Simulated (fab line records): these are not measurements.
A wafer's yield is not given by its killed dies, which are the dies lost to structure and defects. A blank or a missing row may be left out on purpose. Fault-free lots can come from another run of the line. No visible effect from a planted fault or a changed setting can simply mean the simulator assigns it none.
Chamber matching | flow sky130 | SKY_CONTACT_ETCH_16 on rieDiel-02 has 4 sister chambers
The step etches BARC in N2/H2, stops on SiO2, time 45.9 s, target depth 60 nm. 4 wafers are shown with their chamber, then 12 later ones without.

## WAFERS WITH THEIR CHAMBER
wafer  | chamber | oesProductAu (a.u.)
L082.4 | 2       | 0.848
L085.1 | 3       | 0.853
L087.5 | 0       | 0.853
L087.6 | 1       | 0.850

## WAFERS WHOSE CHAMBER IS MISSING
wafer  | oesProductAu (a.u.)
L088.1 | 0.851
L088.2 | 0.862
L088.5 | 0.851
L089.4 | 0.851
L089.5 | 0.854
L089.6 | 0.861
L093.1 | 0.853
L093.3 | 0.848
L093.5 | 0.854
L097.1 | 0.852
L097.2 | 0.852
L097.4 | 0.859

## WHICH CHAMBER EACH WENT THROUGH
wafer  | from the rows above               | in truth
L088.1 | can't be placed: 1 or 0 or 3 or 2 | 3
L088.2 | can't be placed: 0 or 3 or 1 or 2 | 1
L088.5 | can't be placed: 1 or 0 or 3 or 2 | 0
L089.4 | can't be placed: 1 or 0 or 3 or 2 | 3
L089.5 | can't be placed: 0 or 3 or 1 or 2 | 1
L089.6 | can't be placed: 0 or 3 or 1 or 2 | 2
L093.1 | can't be placed: 0 or 3 or 1 or 2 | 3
L093.3 | can't be placed: 2 or 1 or 0 or 3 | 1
L093.5 | can't be placed: 0 or 3 or 1 or 2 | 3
L097.1 | can't be placed: 0 or 3 or 1 or 2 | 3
L097.2 | can't be placed: 0 or 3 or 1 or 2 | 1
L097.4 | can't be placed: 0 or 3 or 1 or 2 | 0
0 of 12 placed correctly. Cannot be placed on the basis of these rows: 12; the candidates contain the true chamber in 12. 0 placed wrongly.
How it was worked out, from the rows above alone: a wafer's distance from a chamber is the root of the sum, over the readings, of the square of ((its reading less the chamber's mean) divided by the reading's scatter). The wafer belongs to the nearest chamber; if the next one is less than 2 further off, it can't be placed. For every chamber, the mean is computed from those of its wafers that are shown. The scatter: with one shown wafer a chamber, the root of the mean of the squares of how far each hidden wafer lies from its nearest shown one.
